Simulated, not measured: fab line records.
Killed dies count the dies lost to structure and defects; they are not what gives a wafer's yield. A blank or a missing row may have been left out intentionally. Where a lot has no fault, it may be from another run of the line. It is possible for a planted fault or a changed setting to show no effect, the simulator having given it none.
A lot that was struck, set against a sound lot	flow sky130	15 steps out of a route of 708
Sound: the wafers L352.2, L352.3, L352.6. Struck: wafers L363.2, L363.5, L363.6. The cause is named last.
Each step with rows lists, per side, the tool, then ch with its chambers, then its first start. Under that, the readings that differ: sound wafers	struck wafers	difference of the means	sigmas: that difference in standard deviations of wafers without a fault.
alike: a reading whose means differ by less than 2 such deviations, as well as words and numbers matching on both sides. not compared: withheld readings; readings where some wafer has no value; bounds like >300 that might hide an equal value; numbers whose values overlap and for which the record gives no deviation.
The two part at a step that has a row with sigmas, a row that says differs or no value, or rows on one side only. Numbers that have no deviation but don't overlap get no sigmas and don't part them. Lack of a reading on every wafer of one side parts them only where that side has two or more wafers.

first, 2 steps without rows for these wafers: SKY_METAL2_CLEAN_23 (cleans in O3/DIW); SKY_VIA2_HDPCVD_00 (deposits SiO2, target thk 1180 nm, time 196.7 s).
SKY_VIA2_THK_MEAS_01:
  sound on film_metro-02 at day 35 15:47; struck on film_metro-01 at day 39 05:56
  alike: VIA2_HDPCVD_THK
SKY_VIA2_CMP_02: polishes SiO2.
  sound on cmp-01 ch 0,2,3, day 35 15:50; struck on cmp-02 ch 0,1,3, day 39 06:05
  alike: motor_current_A, retaining_ring_pressure_frac
SKY_VIA2_BOW_MEAS_03:
  sound on film_metro-04 at day 35 16:10; struck on film_metro-01 at day 39 06:18
  alike: VIA2_BOW
then, 7 steps without rows for these wafers: SKY_VIA2_DEHYDRATE_04 (time 60 s); SKY_VIA2_HMDS_05 (prime time 60 s); SKY_VIA2_COAT_06 (resist thk 60 nm); SKY_VIA2_COAT_07 (resist thk 450 nm); SKY_VIA2_SOFTBAKE_08 (time 90 s); SKY_VIA2_EXPOSE_09 (exposes mask VIM2, target cd 200 nm); SKY_VIA2_PEB_10.
SKY_VIA2_DEVELOP_11: develop time 60 s.
  sound on litho_track-01 ch 0, day 36 18:00; struck on litho_track-01 ch 0, day 40 06:00
reading	sound	struck	difference	sigmas
developer_temp_C (C)	21.15 21.02 21.00	21.46 21.53 21.53	+0.45	+5
SKY_VIA2_CD_MEAS_12 targets a cd of 200 nm.
  sound on cd_sem-02 at day 36 18:28; struck on cd_sem-01 at day 40 07:01
  alike: cd_nm
-- the record jumps here: 9 days lie between the struck wafers' starts before and after (it left off in module VIA2 and takes up again in module PAD_OPEN, whose first step shown is number 708 of the route) --
SKY_PAD_OPEN_PROBE_99:
  sound on prober-02 at day 46 09:04; struck on prober-01 at day 49 00:32
reading	sound	struck	difference	sigmas
killed_at_other	0 0 0	3 1 1	+2	+2
  alike: defect_limited_yield, killed_at_M0_to_M3, killed_at_M4_up, killed_at_contacts, killed_at_front_end, killed_dies, killed_on_rim, killed_open, killed_short, sort_bin_3_pad_short, sort_bin_5_function, sort_bin_6_memory, sort_n_pass, sort_yield_pct

## WHERE THEY PART
Last at SKY_PAD_OPEN_PROBE_99 as far as this record goes, first at SKY_VIA2_DEVELOP_11.

WHY: what the simulator had put in
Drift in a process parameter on litho_track-01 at SKY_VIA2_DEVELOP_11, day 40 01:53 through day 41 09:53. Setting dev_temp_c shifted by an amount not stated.
